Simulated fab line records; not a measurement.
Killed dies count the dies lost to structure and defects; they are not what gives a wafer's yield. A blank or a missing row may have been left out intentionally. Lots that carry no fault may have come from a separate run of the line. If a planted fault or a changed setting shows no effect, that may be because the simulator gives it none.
A struck lot beside a sound one || flow sky130 || 26 steps out of a route of 708
Sound: the wafers L108.1, L108.3, L108.4. The struck wafers were L996.2, L996.4, L996.6. Last of all comes the cause.
For every step that has rows: the tool of each side, followed by ch and its chambers, followed by its first start. Under that, the readings that differ: sound wafers || struck wafers || difference of the means || sigmas: that difference in standard deviations of wafers without a fault.
alike: readings whose means differ by less than 2 such deviations, and words and numbers that are the same on both sides. not compared: withheld readings, readings that some wafer has no value for, bounds like >300 that may hide the same value, and numbers for which the record gives no deviation and whose values overlap.
The two part at a step that has a row with sigmas, a row that says differs or no value, or rows on one side only. Numbers that have no deviation but don't overlap get no sigmas and don't part them. A reading that every wafer of one side lacks parts them only if that side has two wafers or more.

SKY_LDD_N_STRIP_16: strips in O2/N2.
  sound on plasma-asher-01 ch 0,1, day 24 03:38; struck on plasma-asher-01 ch 0,1, day 20 09:45
  alike: chamber-pressure-mTorr, drypump-motor-current-A, oes-product-au, strip-time-to-endpoint-s
  not compared: rf-hours-counter-h
SKY_LDD_N_TW_MEAS_17:
  sound on film-metro-03 at day 24 03:44; struck on film-metro-04 at day 20 09:52
  alike: LDD_N_TW
then, 7 steps without rows for these wafers: SKY_LDD_P_DEHYDRATE_00 (time 60 s); SKY_LDD_P_HMDS_01 (prime time 60 s); SKY_LDD_P_COAT_02 (resist thk 1140 nm); SKY_LDD_P_SOFTBAKE_03 (time 60 s); SKY_LDD_P_EXPOSE_04 (exposes mask PSDM, target cd 380 nm); SKY_LDD_P_PEB_05; SKY_LDD_P_DEVELOP_06 (develop time 60 s).
SKY_LDD_P_CD_MEAS_07: target cd 380 nm.
  sound on cd-sem-01 at day 25 09:24; struck on cd-sem-01 at day 21 16:08
  alike: cd-nm
SKY_LDD_P_OVL_MEAS_08:
  sound on overlay-01 at day 25 09:31; struck on overlay-02 at day 21 16:14
  alike: LDD_P_OVL
after that, 1 step had no rows for these wafers: SKY_LDD_P_IMPLANT_09.
SKY_LDD_P_STRIP_10: strips in O2/N2.
  sound on plasma-asher-04 ch 0,1, day 25 09:43; struck on plasma-asher-04 ch 1, day 21 16:25
  no value came back on the struck wafers for any of 5 readings (chamber-pressure-mTorr (mTorr), drypump-motor-current-A (A) and others); on the sound wafers chamber-pressure-mTorr (mTorr) reads 1500.4 1500.7 1499.8
{"reading": "model.NOVOLAK_of_LDD_P_COAT_02.thk-nm (nm)", "sound": "0 0 0", "struck": "1138 1136 1135", "difference": "+1136", "sigmas": ""}
  not compared: rf-hours-counter-h
SKY_LDD_P_TW_MEAS_11:
  sound on film-metro-01 at day 25 09:49; struck on film-metro-01 at day 21 16:31
  alike: LDD_P_TW
then, 7 steps without rows for these wafers: SKY_LDD_HVN_DEHYDRATE_00 (time 60 s); SKY_LDD_HVN_HMDS_01 (prime time 60 s); SKY_LDD_HVN_COAT_02 (resist thk 300 nm); SKY_LDD_HVN_SOFTBAKE_03 (time 60 s); SKY_LDD_HVN_EXPOSE_04 (exposes mask HVNTM, target cd 700 nm); SKY_LDD_HVN_PEB_05; SKY_LDD_HVN_DEVELOP_06 (develop time 60 s).
SKY_LDD_HVN_OVL_MEAS_07:
  sound on overlay-02 at day 26 15:31; struck on overlay-01 at day 22 22:26
{"reading": "LDD_HVN_OVL (nm)", "sound": "-3.0 -1.1 -1.7", "struck": "0.4 0.7 1.7", "difference": "+2.9", "sigmas": "+2"}
after that, 1 step had no rows for these wafers: SKY_LDD_HVN_IMPLANT_08.
SKY_LDD_HVN_STRIP_09: strips in O2/N2.
  sound on plasma-asher-02 ch 0,1, day 26 15:41; struck on plasma-asher-04 ch 1, day 22 22:37
{"reading": "oes-product-au (a.u.)", "sound": "0.411 0.420 0.403", "struck": "0.718 0.713 0.725", "difference": "+0.307", "sigmas": "+70"}
{"reading": "strip-time-to-endpoint-s (s)", "sound": "4.140 4.163 4.157", "struck": "21.696 21.682 21.663", "difference": "+17.527", "sigmas": "+99 or more"}
  alike: chamber-pressure-mTorr, drypump-motor-current-A
  not compared: rf-hours-counter-h
SKY_LDD_HVN_TW_MEAS_10:
  sound on film-metro-02 at day 26 15:47; struck on film-metro-04 at day 22 22:58
{"reading": "LDD_HVN_TW", "sound": "1446 1446 1442", "struck": "30 30 30", "difference": -1415, "sigmas": "-99 or more"}
  not compared: hold
after that, 1 step had no rows for these wafers: SKY_PAD_OPEN_PROBE_99.

## WHERE THEY PART
First at SKY_LDD_P_STRIP_10; last, within this record, at SKY_LDD_HVN_TW_MEAS_10.

WHY: what the simulator had put in
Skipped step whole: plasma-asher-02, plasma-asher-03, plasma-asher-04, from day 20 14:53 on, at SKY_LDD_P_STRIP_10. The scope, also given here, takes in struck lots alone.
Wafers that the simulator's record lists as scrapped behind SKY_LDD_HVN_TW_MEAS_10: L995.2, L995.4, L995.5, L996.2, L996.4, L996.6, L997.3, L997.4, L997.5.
